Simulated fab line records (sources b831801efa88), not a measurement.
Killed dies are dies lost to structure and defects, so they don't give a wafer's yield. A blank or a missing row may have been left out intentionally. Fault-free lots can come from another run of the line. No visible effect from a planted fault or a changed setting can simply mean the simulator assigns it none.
fab line records | flow sky130
record lots=12 wafers=34 last-day=50
route steps=708 shown VT_ADJUST_HVTP@93 LDD_LDN@302 SPACER@306 POLY_CUT@318 LI_CONTACT@382
lots that met no fault: taken from a fault-free run of the same line
start-h: start of the lot's first displayed wafer, in hours after the record's first day | wait-h: hours from the lot's prior step to this one | " as in the row above | L1.1+2: a single row standing in for several wafers | - no value, or no start was given | * or withheld: withheld | < > ~ a bound
route shown NAME@n: a module of which the file shows steps, and the number in the route of the first | usual: average and standard deviation across the fault-free wafers | same: alike in all rows | chamber/n: place in a boat | sites: the reading at each site | _std_site: standard deviation across them | _edge_site: mean of outer sites minus mean of inner sites | radius-mm: how far each site lies from the wafer's centre | mask NAME#n: copy n | behind: the tool/chamber that last shaped the wafer | hold: why the lot was held/for how many hours/how that ended | device: transistor that didn't switch, given as n, p or np | end of line: tests run on the same wafers once the route is complete | a step given without rows: its recipe and nothing more | killed: not the wafer's yield, but the dies lost to structure and defects at the first sort | map: a wafer's dies, marking killed ones x, the rest . and places with no die _
set.NAME: the run value of the setting; set.NAME@STEP: its run value at that earlier step | model.NAME: the simulator's own value behind a step, which no gauge read
one table for each step of the route and one row for each wafer, over a sample of lots
services: a tool's chamber out of use, with start hour (start-h, from the record's first day; less than 0 if before it), hours out, and reason
## steps
# step SKY_VT_ADJUST_HVTP_OVL_MEAS_08
# usual VT_ADJUST_HVTP_OVL=0.0/1.2
# columns lot.wafer tool chamber start-h wait-h VT_ADJUST_HVTP_OVL[nm]
L368.1 overlay-02 - 123.30 0.1 0.1
L368.5 " - " " 1.8
L368.6 " - " " 0.3
L369.1 overlay-02 - 129.79 0.1 1.8
L369.5 " - " " -1.7
L369.6 " - " " -1.3
L372.1 overlay-02 - 142.97 0.1 1.4
L372.2 " - " " -2.0
L372.3 " - " " 0.2
L373.1 overlay-01 - 150.14 0.1 1.4
L373.2 " - " " 0.8
L373.5 " - " " 1.9
L375.1 overlay-01 - 180.64 0.1 0.9
L375.3 " - " " 0.3
L375.6 " - " " 1.4
L379.3 overlay-01 - 192.65 0.1 0.7
L379.5 " - " " 1.1
L379.6 " - " " 0.6
L380.1 overlay-01 - 218.84 0.1 0.4
L380.3 " - " " -1.5
L380.5 " - " " -0.2
L382.2 overlay-01 - 220.39 0.1 2.5
L382.3 " - " " 2.4
L382.6 " - " " 0.6
L384.3 overlay-01 - 231.10 0.1 -2.7
L388.1 overlay-02 - 248.54 0.1 0.7
L388.2 " - " " 0.5
L388.6 " - " " 1.2
L389.1 overlay-01 - 257.34 0.1 -1.2
L389.2 " - " " -1.2
L389.3 " - " " -0.2
L390.1 overlay-02 - 262.59 0.1 -0.8
L390.2 " - " " -2.0
L390.5 " - " " -0.2
# step SKY_LDD_LDN_TW_MEAS_13
# usual LDD_LDN_TW=1489/6.6
# columns lot.wafer tool chamber start-h wait-h LDD_LDN_TW
L368.1 film-metro-01 - 515.54 0.1 1489
L368.5 " - " " 1496
L368.6 " - " " 1493
L369.1 film-metro-01 - 517.24 0.1 1494
L369.5 " - " " 1489
L369.6 " - " " 1498
L372.1 film-metro-03 - 542.04 0.1 1496
L372.2 " - " " 1495
L372.3 " - " " 1493
L373.1 film-metro-03 - 552.45 0.1 1503
L373.2 " - " " 1487
L373.5 " - " " 1498
L375.1 film-metro-04 - 587.62 0.1 1491
L375.3 " - " " 1490
L375.6 " - " " 1492
L379.3 film-metro-01 - 612.73 0.1 1488
L379.5 " - " " 1486
L379.6 " - " " 1482
L380.1 film-metro-03 - 644.34 0.1 1493
L380.3 " - " " 1480
L380.5 " - " " 1486
L382.2 film-metro-03 - 648.60 0.1 1486
L382.3 " - " " 1495
L382.6 " - " " 1500
L384.3 film-metro-01 - 665.22 0.1 1496
L388.1 film-metro-04 - 679.24 0.1 1483
L388.2 " - " " 1495
L388.6 " - " " 1495
L389.1 film-metro-01 - 691.74 0.1 1491
L389.2 " - " " 1491
L389.3 " - " " 1489
L390.1 film-metro-04 - 699.75 0.1 1482
L390.2 " - " " 1478
L390.5 " - " " 1485
# step SKY_SPACER_ETCHBACK_02
# recipe chemistry=CH3F/O2 target=Si3N4 stop-on=SiO2 source-w=400 bias-w=80 pressure-mtorr=25 ch3f-flow-sccm=40 O2_flow_sccm=30 time-s=46.7 target-depth-a=450
# usual O2_flow_sccm=30.00/0.092 ch3f-flow-sccm=40.01/0.11 drypump-motor-current-A=5.8/0.44 oes-product-au=0.855/0.0068 run-length-s=74.9/0.39 throttle-valve-pct=10.562/0.0089
# columns lot.wafer tool chamber start-h wait-h O2_flow_sccm ch3f-flow-sccm drypump-motor-current-A oes-product-au rf-hours-counter-h run-length-s throttle-valve-pct
L368.1 rie-diel-01 2 518.05 0.1 30.02 39.83 5.4 0.860 0 75.0 10.554
L368.5 " 1 " " 30.01 39.95 5.4 0.847 - 74.5 10.570
L368.6 " 2 " " 29.90 39.99 5.4 0.858 - 75.7 10.569
L369.1 rie-diel-04 3 519.26 0.1 30.06 39.88 5.7 0.864 37 75.4 10.549
L369.5 " 1 " " 30.00 40.14 5.9 0.851 - 75.6 10.579
L369.6 " 2 " " 30.06 40.02 5.9 0.847 - 74.9 10.566
L372.1 rie-diel-01 3 543.42 0.1 30.04 39.95 5.0 0.856 11 75.2 10.571
L372.2 " 2 " " 29.90 40.07 5.4 0.863 1 75.5 10.567
L372.3 " 0 " " 29.99 39.93 6.4 0.861 9 75.5 10.558
L373.1 rie-diel-02 3 554.45 0.1 29.98 40.12 6.3 0.868 6 74.5 10.587
L373.2 " 1 " " 30.06 40.05 5.3 0.872 8 74.9 10.557
L373.5 " 1 " " 30.09 40.17 5.3 0.868 - 74.9 10.561
L375.1 rie-diel-02 3 589.05 0.1 30.00 40.12 6.3 0.853 6 74.8 10.553
L375.3 " 2 " " 30.03 40.24 6.1 0.856 58 74.5 10.559
L375.6 " 2 " " 29.98 40.26 6.2 0.858 - 74.5 10.545
L379.3 rie-diel-04 0 614.08 0.0 30.15 39.75 6.4 0.864 5 74.6 10.552
L379.5 " 3 " " 30.06 40.22 5.7 0.854 - 74.9 10.557
L379.6 " 2 " " 29.99 39.96 5.9 0.859 - 74.3 10.547
L380.1 rie-diel-04 2 646.73 0.1 30.03 39.84 5.9 0.743 2 87.8 10.556
L380.3 " 1 " " 30.00 39.98 5.9 0.847 40 75.0 10.549
L380.5 " 0 " " 30.15 40.16 6.4 0.857 - 74.6 10.557
L382.2 rie-diel-02 1 650.06 0.0 29.87 40.18 5.3 0.847 10 75.1 10.553
L382.3 " 0 " " 29.96 39.91 5.9 0.857 11 75.0 10.563
L382.6 " 3 " " 30.12 40.03 6.3 0.849 - 74.8 10.567
L384.3 rie-diel-04 2 666.58 0.0 29.89 39.99 5.9 0.758 2 87.3 10.553
L388.1 rie-diel-02 3 680.76 0.1 29.89 39.98 6.2 0.858 8 74.6 10.570
L388.2 " 2 " " 29.89 40.06 6.1 0.850 0 75.0 10.559
L388.6 " 0 " " 29.97 39.97 5.9 0.856 - 75.2 10.557
L389.1 rie-diel-02 2 693.13 0.1 29.94 39.77 6.1 0.863 0 74.9 10.564
L389.2 " 0 " " 30.15 40.10 5.9 0.852 12 75.0 10.560
L389.3 " 1 " " 30.03 39.90 5.3 0.858 11 75.1 10.565
L390.1 rie-diel-01 3 702.73 0.1 30.06 40.00 5.1 0.857 14 75.1 10.573
L390.2 " 1 " " 30.10 40.07 5.3 0.863 11 74.2 10.557
L390.5 " 0 " " 30.15 39.95 6.4 0.850 - 75.3 10.571
# step SKY_POLY_CUT_ETCH_11
# recipe target=Si3N4 chemistry=CF4/CH2F2/Ar stop-on=poly-Si source-w=600 bias-w=150 pressure-mtorr=40 cf4-flow-sccm=40 ch2f2-flow-sccm=20 Ar_flow_sccm=150 time-s=42.5 target-depth-a=600
# usual cf4-flow-sccm=40.02/0.11 drypump-motor-current-A=5.8/0.39 oes-product-au=0.831/0.0067 throttle-valve-pct=14.995/0.0092
# columns lot.wafer tool chamber start-h wait-h cf4-flow-sccm drypump-motor-current-A oes-product-au rf-hours-counter-h throttle-valve-pct
L368.1 rie-diel-03 0 548.97 0.0 39.97 5.1 0.835 3 14.987
L368.5 " 2 " " 39.92 6.2 0.838 - 14.994
L368.6 " 1 " " 39.97 5.5 0.841 - 14.982
L369.1 rie-diel-02 0 550.01 0.0 39.96 5.9 0.836 10 15.007
L369.5 " 0 " " 40.05 5.9 0.822 - 14.990
L369.6 " 1 " " 40.18 5.4 0.825 - 14.993
L372.1 rie-diel-04 2 572.62 0.0 40.12 5.9 0.847 0 14.997
L372.2 " 3 " " 40.00 5.7 0.836 39 14.992
L372.3 " 0 " " 40.09 6.4 0.839 4 15.011
L373.1 rie-diel-04 3 585.12 0.0 40.03 5.8 0.836 39 15.009
L373.2 " 0 " " 39.95 6.4 0.836 4 14.995
L373.5 " 2 " " 40.11 5.9 0.834 - 14.985
L375.1 rie-diel-04 1 619.32 0.0 40.08 5.9 0.829 40 14.981
L375.3 " 2 " " 39.96 6.0 0.825 1 15.010
L375.6 " 0 " " 39.97 6.4 0.836 - 14.993
L379.3 rie-diel-03 2 644.23 0.0 40.13 6.2 0.830 13 14.988
L379.5 " 3 " " 39.93 5.9 0.830 - 14.994
L379.6 " 0 " " 40.09 5.1 0.828 - 15.004
L380.1 rie-diel-04 1 675.38 0.0 39.79 5.9 0.810 41 15.011
L380.3 " 0 " " 40.01 6.4 0.828 6 14.995
L380.5 " 2 " " 40.03 5.9 0.834 - 14.991
L382.2 rie-diel-03 1 679.37 0.0 40.06 5.6 0.820 3 15.000
L382.3 " 3 " " 40.03 5.9 0.823 24 14.980
L382.6 " 1 " " 40.03 5.6 0.814 - 14.989
L384.3 rie-diel-02 3 695.88 0.0 39.96 6.2 0.804 8 14.985
L388.1 rie-diel-03 3 708.98 0.0 39.92 5.9 0.814 25 14.975
L388.2 " 1 " " 40.10 5.6 0.825 4 14.996
L388.6 " 0 " " 40.11 5.1 0.824 - 14.983
L389.1 rie-diel-03 2 720.76 0.0 40.25 6.2 0.833 14 15.012
L389.2 " 0 " " 40.02 5.1 0.831 7 15.001
L389.3 " 3 " " 39.84 5.9 0.839 25 14.990
L390.1 rie-diel-02 1 729.93 0.0 40.06 5.3 0.824 11 14.995
L390.2 " 3 " " 39.85 6.3 0.818 9 14.994
L390.5 " 3 " " 39.77 6.3 0.821 - 15.001
# step SKY_LI_CONTACT_SPUTTER_20
# recipe material=TiN target-thk-nm=20 chamber-pressure-pa=5 power-w=4000 time-s=80
# usual throttle-valve-pct=30.4/1.2
# columns lot.wafer tool chamber start-h wait-h throttle-valve-pct
L368.1 pvd-sputter-02 - 670.67 0.0 30.1
L368.5 " - " " 29.9
L368.6 " - " " 30.6
L369.1 pvd-sputter-01 - 671.37 0.0 30.7
L369.5 " - " " 33.0
L369.6 " - " " 31.0
L372.1 pvd-sputter-02 - 693.14 0.0 29.9
L372.2 " - " " 30.1
L372.3 " - " " 30.4
L373.1 pvd-sputter-02 - 705.27 0.0 28.6
L373.2 " - " " 29.8
L373.5 " - " " 29.9
L375.1 pvd-sputter-04 - 736.94 0.0 31.5
L375.3 " - " " 31.8
L375.6 " - " " 29.4
L379.3 pvd-sputter-02 - 758.45 0.0 30.2
L379.5 " - " " 28.5
L379.6 " - " " 29.7
L380.1 pvd-sputter-01 - 790.78 0.0 30.9
L380.3 " - " " 29.9
L380.5 " - " " 30.8
L382.2 pvd-sputter-04 - 792.97 0.0 32.0
L382.3 " - " " 31.3
L382.6 " - " " 31.4
L384.3 pvd-sputter-02 - 808.91 0.0 29.9
L388.1 pvd-sputter-04 - 821.53 0.0 31.8
L388.2 " - " " 31.5
L388.6 " - " " 31.9
L389.1 pvd-sputter-01 - 831.92 0.0 29.6
L389.2 " - " " 30.9
L389.3 " - " " 33.3
L390.1 pvd-sputter-04 - 840.88 0.0 32.0
L390.2 " - " " 31.6
L390.5 " - " " 31.4
## services
# columns tool chamber start-h hours kind
rie-diel-03 - 495.18 0.7 repair
rie-diel-04 0 498.26 17.6 repair
rie-diel-04 1 523.77 17.8 repair
rie-diel-04 - 530.10 0.6 repair
rie-diel-02 - 533.90 2.3 repair
rie-diel-04 3 559.04 4.5 repair
rie-diel-03 3 569.48 10.7 repair
rie-diel-04 1 582.78 12.4 repair
rie-diel-04 3 604.39 2.6 repair
rie-diel-03 1 638.17 2.3 repair
rie-diel-04 - 647.88 6.1 repair
rie-diel-02 - 651.52 1.9 repair
rie-diel-02 - 655.44 0.6 repair
rie-diel-02 3 688.98 4.5 repair
rie-diel-03 2 708.88 3.1 repair
rie-diel-03 2 727.21 5.3 repair
rie-diel-03 2 734.28 7.7 repair
rie-diel-02 - 744.12 14.6 pm
rie-diel-04 2 760.79 18.6 repair
rie-diel-02 - 776.63 15.6 pm
rie-diel-04 3 789.09 14.9 repair
rie-diel-04 1 794.86 6.4 repair
rie-diel-04 1 809.34 2.4 repair
rie-diel-04 - 830.93 2.8 pm
## key
first-sign step=SKY_SPACER_ETCHBACK_02 reading=run-length-s direction=up sigmas=32 usual=* struck=*
effect step=SKY_SPACER_ETCHBACK_02 reading=oes-product-au direction=down sigmas=15 usual=0.855 struck=0.751
effect step=SKY_POLY_CUT_ETCH_11 reading=oes-product-au direction=down sigmas=3.6 usual=0.831 struck=0.807
met-at SKY_SPACER_ETCHBACK_02
struck-lots L380,L384
struck-wafers L380.1,L384.3
tester-left-out L380,L384
not-acting-at SKY_VT_ADJUST_HVTP_OVL_MEAS_08,SKY_LDD_LDN_TW_MEAS_13,SKY_LI_CONTACT_SPUTTER_20
onset-between 614.08 646.73
earlier-fault kind=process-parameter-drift tool=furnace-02 chamber=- onset-h=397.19 steps=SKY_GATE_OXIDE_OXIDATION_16 channel=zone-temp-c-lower offset=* shape=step end-h=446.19
fault kind=process-parameter-drift tool=rie-diel-04 chamber=2 onset-h=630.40 steps=SKY_SPACER_ETCHBACK_02 channel=time-s offset=* shape=step end-h=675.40 acts-in=* stated=*
# tester-left-out: of these lots the tester's yield and bins aren't shown, on N5 and GAA mostly nor the transistor test; their killed dies are dies lost to structure and defects alone, not to doping, threshold or leakage, so they don't give the yield
